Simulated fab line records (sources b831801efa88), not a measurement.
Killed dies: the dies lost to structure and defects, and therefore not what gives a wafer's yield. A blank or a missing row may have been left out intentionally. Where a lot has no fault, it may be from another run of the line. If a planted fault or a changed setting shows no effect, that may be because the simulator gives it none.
fab line records	flow gf180mcu
[record] lots = 14	wafers = 42	last_day = 34
route steps=602 shown STI@15 DNWELL@41 NSD@246 PSD@258 M1@320
lots with no fault: from the same line, run without faults
start_h: hours from the record's first day to the start of the lot's first wafer shown	wait_h: how many hours have passed since the lot's step before this one	" same as the row above	L1.1+2: a single row standing in for several wafers	- no value, or no start given	* or withheld: withheld	< > ~ a bound
route shown NAME@n: names a module that has steps shown in the file, with the first one's number in the route	usual: average and standard deviation across the fault-free wafers	same: alike in all rows	chamber/n: place in a boat	sites: readings site by site	_std_site: the values' standard deviation	_edge_site: inner sites' mean taken away from outer sites' mean	radius_mm: for every site, how far away it sits from the centre of the wafer	mask NAME#n: copy n	behind: tool/chamber where the wafer was last shaped	hold: why the lot was held/for how many hours/how that ended	device: transistor that didn't switch, given as n, p or np	end of line: tests run on the same wafers once the route is complete	for a step that has no rows: nothing shown but its recipe	killed: dies that structure and defects cost at the first sort, which is not the same as the wafer's yield	map: per-die view of a wafer (x killed, . not killed, _ where there is no die)
set.NAME: the setting as run; set.NAME@STEP: as run at that earlier step	model.NAME: the simulator's own value behind a step, which no gauge read
steps of the route over a sample of lots; a table a step, a row a wafer
services: from which hour (start_h, from the record's first day; less than 0 if before it) a tool's chamber was out of use, for how many hours, and why
[[steps]]
[step GF_STI_ETCH_14]
[recipe] target = Si	chemistry = HBr/Cl2/O2	target_depth_nm = 360	icp_w = 600	bias_w = 150	pressure_mtorr = 15	HBr_flow_sccm = 150	Cl2_flow_sccm = 40	O2_flow_sccm = 6	time_s = 102.9
[usual] drypump_motor_current_A = 5.7/0.35	oes_product_au = 1.003/0.01	throttle_valve_pct = 25.655/0.011
lot.wafer	tool	chamber	start_h	wait_h	drypump_motor_current_A	oes_product_au	rf_hours_counter_h	throttle_valve_pct
L897.2	rie_si-02	3	25.17	0.0	5.4	1.003	50	25.667
L897.3	"	2	"	"	6.2	0.997	3	25.653
L897.5	"	3	"	"	5.3	1.000	-	25.673
L901.1	rie_si-01	2	46.04	0.0	5.5	1.010	56	25.640
L901.2	"	1	"	"	5.7	0.984	24	25.640
L901.3	"	0	"	"	6.1	0.990	1	25.639
L907.4	rie_si-01	2	77.07	0.0	5.5	1.009	56	25.659
L907.5	"	0	"	"	6.1	0.991	-	25.667
L907.6	"	1	"	"	5.7	1.004	-	25.653
L908.3	rie_si-01	1	82.42	0.0	5.7	1.006	24	25.649
L908.4	"	3	"	"	5.3	1.010	4	25.653
L908.6	"	3	"	"	5.2	1.014	-	25.658
L909.1	rie_si-01	0	88.12	0.0	6.1	0.993	2	25.669
L909.2	"	1	"	"	5.7	0.994	24	25.670
L909.3	"	3	"	"	5.3	1.002	4	25.663
L910.3	rie_si-01	0	93.67	0.0	6.2	0.988	2	25.664
L910.5	"	1	"	"	5.7	0.997	-	25.657
L910.6	"	2	"	"	5.5	1.006	-	25.653
L911.3	rie_si-01	0	98.04	0.0	6.2	1.001	2	25.655
L911.4	"	2	"	"	5.5	1.010	57	25.643
L911.5	"	2	"	"	5.5	1.006	-	25.673
L912.2	rie_si-02	0	102.52	0.0	5.8	1.000	10	25.659
L912.3	"	3	"	"	5.4	0.996	51	25.655
L912.6	"	3	"	"	5.3	0.996	-	25.649
L915.2	rie_si-02	0	119.94	0.0	5.8	1.003	10	25.654
L915.3	"	1	"	"	5.3	1.015	9	25.665
L915.6	"	2	"	"	6.2	0.998	-	25.664
L916.2	rie_si-01	0	125.32	0.0	6.2	0.997	2	25.638
L916.4	"	0	"	"	6.2	1.001	-	25.664
L916.5	"	1	"	"	5.7	0.998	-	25.664
L917.2	rie_si-02	3	132.22	0.0	5.3	0.999	51	25.646
L917.3	"	0	"	"	5.8	0.994	11	25.641
L917.4	"	2	"	"	6.2	0.991	4	25.673
L918.2	rie_si-02	3	142.34	0.0	5.3	1.011	51	25.642
L918.3	"	0	"	"	5.8	1.003	11	25.657
L918.5	"	2	"	"	6.2	0.992	-	25.638
L919.1	rie_si-01	0	142.61	0.1	6.2	0.991	2	25.648
L919.3	"	3	"	"	5.3	1.008	4	25.641
L919.6	"	0	"	"	6.2	1.008	-	25.636
L920.1	rie_si-02	0	147.87	0.0	5.8	1.025	11	25.654
L920.4	"	2	"	"	6.2	1.004	4	25.651
L920.6	"	0	"	"	5.8	1.011	-	25.656
[step GF_DNWELL_TW_MEAS_09]
[usual] DNWELL_TW = 1348/15
lot.wafer	tool	chamber	start_h	wait_h	DNWELL_TW
L897.2	film_metro-03	-	43.03	0.1	1347
L897.3	"	-	"	"	1352
L897.5	"	-	"	"	1358
L901.1	film_metro-04	-	65.68	0.1	1334
L901.2	"	-	"	"	1338
L901.3	"	-	"	"	1341
L907.4	film_metro-01	-	96.07	0.1	1361
L907.5	"	-	"	"	1361
L907.6	"	-	"	"	1364
L908.3	film_metro-03	-	101.36	0.1	1368
L908.4	"	-	"	"	1364
L908.6	"	-	"	"	1361
L909.1	film_metro-04	-	106.62	0.1	1328
L909.2	"	-	"	"	1327
L909.3	"	-	"	"	1324
L910.3	film_metro-01	-	112.70	0.1	1356
L910.5	"	-	"	"	1369
L910.6	"	-	"	"	1359
L911.3	film_metro-04	-	121.09	0.1	1328
L911.4	"	-	"	"	1330
L911.5	"	-	"	"	1335
L912.2	film_metro-01	-	127.78	0.1	1359
L912.3	"	-	"	"	1368
L912.6	"	-	"	"	1358
L915.2	film_metro-01	-	147.69	0.1	1358
L915.3	"	-	"	"	1354
L915.6	"	-	"	"	1359
L916.2	film_metro-01	-	158.03	0.1	1358
L916.4	"	-	"	"	1354
L916.5	"	-	"	"	1359
L917.2	film_metro-04	-	158.38	0.1	1343
L917.3	"	-	"	"	1332
L917.4	"	-	"	"	1335
L920.1	film_metro-01	-	168.57	0.1	1366
L920.4	"	-	"	"	1363
L920.6	"	-	"	"	1367
L919.1	film_metro-03	-	168.92	0.1	1361
L919.3	"	-	"	"	1359
L919.6	"	-	"	"	1356
L918.2	film_metro-01	-	169.40	0.1	1375
L918.3	"	-	"	"	1371
L918.5	"	-	"	"	1368
[step GF_NSD_STRIP_11]
[recipe] chemistry = O2/N2	power_w = 1400	pressure_mtorr = 1500	platen_temp_c = 250	o2_flow_sccm = 3000	n2_flow_sccm = 300	overash_fraction = 0.5
[usual] chamber_pressure_mTorr = 1500.0/1.2	drypump_motor_current_A = 5.7/0.47	heater_power_w = 338/22	oes_product_au = 0.487/0.005	strip_time_to_endpoint_s = 22.942/0.029
lot.wafer	tool	chamber	start_h	wait_h	chamber_pressure_mTorr	drypump_motor_current_A	heater_power_w	oes_product_au	rf_hours_counter_h	strip_time_to_endpoint_s
L897.2	plasma_asher-02	0	294.67	0.1	1500.3	5.2	329	0.485	18	22.950
L897.3	"	0	"	"	1501.2	5.2	334	0.491	-	22.920
L897.5	"	0	"	"	1501.0	5.2	330	0.487	-	22.963
L901.1	plasma_asher-03	1	331.79	0.1	1499.5	5.3	312	0.483	55	22.991
L901.2	"	0	"	"	1500.3	5.5	364	0.486	55	22.946
L901.3	"	0	"	"	1501.5	5.6	375	0.486	-	22.979
L907.4	plasma_asher-03	0	369.17	0.1	-	-	-	-	-	-
L907.5	"	1	"	"	-	-	-	-	-	-
L907.6	"	0	"	"	-	-	-	-	-	-
L908.3	plasma_asher-02	1	378.42	0.1	-	-	-	-	-	-
L908.4	"	0	"	"	-	-	-	-	-	-
L908.6	"	0	"	"	-	-	-	-	-	-
L909.1	plasma_asher-03	1	395.73	0.1	1497.3	5.2	312	0.488	61	22.917
L909.2	"	0	"	"	1499.5	5.5	372	0.486	61	22.933
L909.3	"	0	"	"	1500.9	5.5	364	0.488	-	22.930
L910.3	plasma_asher-01	1	397.15	0.1	1500.8	6.3	367	0.482	-	22.970
L910.5	"	0	"	"	1499.6	6.5	332	0.494	-	22.987
L910.6	"	1	"	"	1500.3	6.3	364	0.481	-	22.940
L911.3	plasma_asher-03	1	412.57	0.1	1501.4	5.2	311	0.490	-	22.946
L911.4	"	0	"	"	1500.3	5.5	360	0.486	-	22.954
L911.5	"	0	"	"	1502.0	5.5	362	0.484	-	22.965
L912.2	plasma_asher-01	1	430.88	0.1	1499.5	6.3	369	0.485	78	22.942
L912.3	"	0	"	"	1498.6	6.5	340	0.481	-	22.928
L912.6	"	0	"	"	1500.4	6.5	341	0.479	-	22.917
L915.2	plasma_asher-03	0	462.42	0.1	1499.9	5.6	366	0.490	68	22.943
L915.3	"	1	"	"	1499.7	5.2	316	0.496	-	22.960
L915.6	"	0	"	"	1500.0	5.6	366	0.479	-	22.946
L916.2	plasma_asher-03	1	477.48	0.1	1498.4	5.3	308	0.482	70	22.899
L916.4	"	1	"	"	1501.6	5.3	318	0.488	-	22.893
L916.5	"	1	"	"	1499.7	5.3	314	0.489	-	22.933
L917.2	plasma_asher-02	1	486.34	0.1	1499.7	5.9	320	0.491	39	22.965
L917.3	"	1	"	"	1498.2	5.9	327	0.487	-	22.951
L917.4	"	0	"	"	1499.6	5.2	340	0.488	-	22.914
L919.1	plasma_asher-03	1	495.42	0.1	1500.6	5.2	315	0.482	72	22.918
L919.3	"	0	"	"	1501.1	5.5	368	0.489	-	22.865
L919.6	"	0	"	"	1502.9	5.5	369	0.484	-	22.844
L920.1	plasma_asher-03	1	496.53	0.1	1500.5	5.3	314	0.488	72	22.961
L920.4	"	0	"	"	1502.4	5.5	363	0.474	-	22.938
L920.6	"	0	"	"	1499.2	5.5	373	0.482	-	22.936
L918.2	plasma_asher-03	0	497.48	0.1	1499.7	5.6	368	0.491	72	22.943
L918.3	"	0	"	"	1501.6	5.5	358	0.490	-	22.941
L918.5	"	1	"	"	1498.9	5.3	319	0.495	-	22.937
[step GF_PSD_STRIP_10]
[recipe] chemistry = O2/N2	power_w = 1400	pressure_mtorr = 1500	platen_temp_c = 250	o2_flow_sccm = 3000	n2_flow_sccm = 300	overash_fraction = 0.5
[usual] chamber_pressure_mTorr = 1500.0/1.3	drypump_motor_current_A = 5.7/0.57	heater_power_w = 338/25	oes_product_au = 0.592/0.0044	strip_time_to_endpoint_s = 16.502/0.029
lot.wafer	tool	chamber	start_h	wait_h	chamber_pressure_mTorr	drypump_motor_current_A	heater_power_w	oes_product_au	rf_hours_counter_h	strip_time_to_endpoint_s
L897.2	plasma_asher-01	1	315.72	0.1	1500.5	6.3	374	0.587	66	16.475
L897.3	"	1	"	"	1498.8	6.3	362	0.596	-	16.525
L897.5	"	0	"	"	1500.1	6.5	333	0.590	-	16.509
L901.1	plasma_asher-02	0	352.78	0.1	1500.1	5.2	332	0.584	24	16.498
L901.2	"	1	"	"	1502.1	5.9	317	0.600	24	16.487
L901.3	"	1	"	"	1499.6	5.9	313	0.598	-	16.521
L907.4	plasma_asher-02	0	391.71	0.1	1501.1	5.2	332	0.654	-	31.347
L907.5	"	1	"	"	1500.3	5.9	313	0.658	-	31.415
L907.6	"	0	"	"	1499.1	5.2	337	0.658	-	31.368
L908.3	plasma_asher-04	1	401.06	0.1	1499.4	4.8	401	0.657	-	31.380
L908.4	"	0	"	"	1496.6	6.3	337	0.658	-	31.410
L908.6	"	0	"	"	1500.6	6.3	338	0.652	-	31.399
L909.1	plasma_asher-02	1	419.37	0.1	1499.9	5.9	309	0.597	31	16.532
L909.2	"	0	"	"	1499.8	5.2	338	0.598	31	16.519
L909.3	"	0	"	"	1499.7	5.2	331	0.589	-	16.561
L910.3	plasma_asher-02	0	421.06	0.1	1500.7	5.2	331	0.590	-	16.479
L910.5	"	1	"	"	1500.6	5.9	314	0.589	-	16.466
L910.6	"	0	"	"	1500.6	5.2	333	0.592	-	16.513
L911.3	plasma_asher-02	0	435.10	0.1	1499.9	5.2	332	0.597	-	16.518
L911.4	"	1	"	"	1499.8	5.9	313	0.591	-	16.553
L911.5	"	1	"	"	1498.5	5.9	319	0.598	-	16.565
L912.2	plasma_asher-02	1	454.62	0.1	1499.2	5.9	318	0.601	35	16.504
L912.3	"	1	"	"	1501.8	5.9	320	0.595	-	16.506
L912.6	"	1	"	"	1502.4	5.9	313	0.591	-	16.505
L915.2	plasma_asher-04	1	486.53	0.1	1501.5	4.8	392	0.595	5	16.512
L915.3	"	1	"	"	1500.6	4.8	377	0.585	-	16.516
L915.6	"	1	"	"	1499.4	4.8	382	0.588	-	16.498
L916.2	plasma_asher-04	1	501.63	0.1	1500.7	4.8	391	0.586	7	16.475
L916.4	"	0	"	"	1499.6	6.3	339	0.585	-	16.513
L916.5	"	0	"	"	1501.2	6.3	336	0.590	-	16.490
L917.2	plasma_asher-02	0	510.18	0.1	1499.2	5.2	323	0.588	41	16.548
L917.3	"	0	"	"	1501.5	5.2	336	0.588	-	16.491
L917.4	"	1	"	"	1500.9	5.9	315	0.589	-	16.505
L919.1	plasma_asher-02	0	518.64	0.1	1500.3	5.2	335	0.589	42	16.539
L919.3	"	1	"	"	1503.2	5.9	313	0.596	-	16.523
L919.6	"	0	"	"	1499.6	5.1	326	0.591	-	16.544
L920.1	plasma_asher-02	1	519.80	0.1	1499.1	5.9	312	0.591	42	16.493
L920.4	"	1	"	"	1499.4	5.9	297	0.592	-	16.471
L920.6	"	1	"	"	1499.7	5.9	309	0.584	-	16.501
L918.2	plasma_asher-01	0	521.02	0.1	1499.3	6.5	337	0.596	87	16.507
L918.3	"	0	"	"	1501.7	6.5	340	0.595	-	16.524
L918.5	"	0	"	"	1498.6	6.5	333	0.589	-	16.529
[step GF_PSD_TW_MEAS_11]
[usual] PSD_TW = 3167/32
lot.wafer	tool	chamber	start_h	wait_h	PSD_TW
L897.2	film_metro-04	-	315.83	0.1	3148
L897.3	"	-	"	"	3140
L897.5	"	-	"	"	3147
L901.1	film_metro-01	-	352.88	0.1	3197
L901.2	"	-	"	"	3173
L901.3	"	-	"	"	3190
L907.4	film_metro-04	-	391.80	0.1	30
L907.5	"	-	"	"	30
L907.6	"	-	"	"	30
L908.3	film_metro-01	-	401.14	0.1	30
L908.4	"	-	"	"	30
L908.6	"	-	"	"	30
L909.1	film_metro-04	-	419.47	0.1	3150
L909.2	"	-	"	"	3123
L909.3	"	-	"	"	3129
L910.3	film_metro-01	-	421.14	0.1	3189
L910.5	"	-	"	"	3196
L910.6	"	-	"	"	3174
L911.3	film_metro-01	-	435.19	0.1	3176
L911.4	"	-	"	"	3190
L911.5	"	-	"	"	3177
L912.2	film_metro-01	-	454.73	0.1	3177
L912.3	"	-	"	"	3184
L912.6	"	-	"	"	3177
L915.2	film_metro-01	-	486.64	0.1	3222
L915.3	"	-	"	"	3213
L915.6	"	-	"	"	3203
L916.2	film_metro-04	-	501.74	0.1	3136
L916.4	"	-	"	"	3136
L916.5	"	-	"	"	3143
L917.2	film_metro-01	-	510.29	0.1	3207
L917.3	"	-	"	"	3200
L917.4	"	-	"	"	3206
L919.1	film_metro-04	-	518.74	0.1	3114
L919.3	"	-	"	"	3116
L919.6	"	-	"	"	3121
L920.1	film_metro-01	-	519.89	0.1	3182
L920.4	"	-	"	"	3220
L920.6	"	-	"	"	3209
L918.2	film_metro-01	-	521.13	0.1	3215
L918.3	"	-	"	"	3197
L918.5	"	-	"	"	3218
[step GF_M1_RS_MEAS_05]
[recipe] thk_meas_gauge = four-point-probe	reads = TiN_of_M1_SPUTTER_04+Ti_of_M1_SPUTTER_03+AlCu_of_M1_SPUTTER_02+TiN_of_M1_SPUTTER_01+Ti_of_M1_SPUTTER_00
[usual] M1_ALCU_RS = 0.0697/0.00072
lot.wafer	tool	chamber	start_h	wait_h	M1_ALCU_RS[ohm/sq]
L897.2	film_metro-04	-	360.13	0.0	0.0691
L897.3	"	-	"	"	0.0691
L897.5	"	-	"	"	0.0692
L901.1	film_metro-04	-	399.50	0.0	0.0693
L901.2	"	-	"	"	0.0677
L901.3	"	-	"	"	0.0693
L907.4	film_metro-02	-	442.21	0.1	0.0689
L907.5	"	-	"	"	0.0694
L907.6	"	-	"	"	0.0696
L908.3	film_metro-01	-	451.12	0.1	0.0694
L908.4	"	-	"	"	0.0700
L908.6	"	-	"	"	0.0686
L909.1	film_metro-01	-	469.21	0.0	0.0692
L909.2	"	-	"	"	0.0697
L909.3	"	-	"	"	0.0690
L910.3	film_metro-01	-	471.82	0.1	0.0700
L910.5	"	-	"	"	0.0704
L910.6	"	-	"	"	0.0704
L911.3	film_metro-01	-	485.24	0.1	0.0707
L911.4	"	-	"	"	0.0706
L911.5	"	-	"	"	0.0717
L912.2	film_metro-04	-	504.92	0.0	0.0705
L912.3	"	-	"	"	0.0706
L912.6	"	-	"	"	0.0705
L915.2	film_metro-02	-	536.08	0.0	0.0704
L915.3	"	-	"	"	0.0697
L915.6	"	-	"	"	0.0703
L916.2	film_metro-02	-	551.71	0.0	0.0691
L916.4	"	-	"	"	0.0690
L916.5	"	-	"	"	0.0691
L917.2	film_metro-01	-	557.94	0.0	0.0692
L917.3	"	-	"	"	0.0691
L917.4	"	-	"	"	0.0690
L919.1	film_metro-01	-	566.58	0.0	0.0708
L919.3	"	-	"	"	0.0700
L919.6	"	-	"	"	0.0711
L920.1	film_metro-01	-	567.88	0.0	0.0694
L920.4	"	-	"	"	0.0698
L920.6	"	-	"	"	0.0700
L918.2	film_metro-04	-	569.16	0.0	0.0707
L918.3	"	-	"	"	0.0704
L918.5	"	-	"	"	0.0698
[[services]]
tool	chamber	start_h	hours	kind
rie_si-02	-	19.60	4.0	pm
plasma_asher-03	-	21.37	4.3	pm
plasma_asher-02	-	24.44	2.8	pm
rie_si-01	-	60.20	0.7	repair
plasma_asher-03	-	79.74	4.7	repair
plasma_asher-02	-	108.75	9.0	pm
rie_si-01	3	110.16	5.5	repair
rie_si-01	3	117.54	13.2	repair
rie_si-01	-	148.55	14.6	pm
rie_si-01	1	165.95	4.4	repair
plasma_asher-02	-	220.09	14.6	pm
rie_si-02	-	228.42	1.0	repair
rie_si-02	2	255.56	4.8	repair
plasma_asher-02	-	262.83	1.6	repair
rie_si-01	3	278.60	7.5	repair
plasma_asher-03	-	281.20	7.0	repair
rie_si-02	-	286.76	2.8	pm
plasma_asher-02	-	312.78	3.6	repair
rie_si-02	-	316.75	10.0	pm
plasma_asher-03	-	375.55	15.6	pm
rie_si-02	1	379.72	6.8	repair
rie_si-01	-	438.90	2.8	pm
rie_si-01	3	495.75	7.9	repair
rie_si-02	1	498.69	8.3	repair
[[key]]
[first_sign] step = GF_NSD_STRIP_11	reading = tool_record	direction = missing
[effect] step = GF_PSD_STRIP_10	reading = strip_time_to_endpoint_s	direction = up	sigmas = 99+	usual = *	struck = *
[effect] step = GF_PSD_TW_MEAS_11	reading = PSD_TW	direction = down	sigmas = 98	usual = 3167	struck = 30
met_at GF_NSD_STRIP_11
struck_lots L907,L908
sort_left_out L907.4,L907.5,L907.6,L908.3,L908.4,L908.6
tester_left_out L907,L908
not_acting_at GF_STI_ETCH_14,GF_DNWELL_TW_MEAS_09,GF_M1_RS_MEAS_05
onset_between 331.79 369.17
[fault] kind = skipped_step_whole	tool = plasma_asher-02,plasma_asher-03	chamber = -	onset_h = 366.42	steps = GF_NSD_STRIP_11	scope = struck_lots_only
// tester_left_out: of these lots the tester's yield and bins aren't shown, on N5 and GAA mostly nor the transistor test; their killed dies are dies lost to structure and defects alone, not to doping, threshold or leakage, so they don't give the yield
// sort_left_out: the simulated sort isn't trusted on such a fault, so these wafers' sort isn't shown, and their yield isn't known
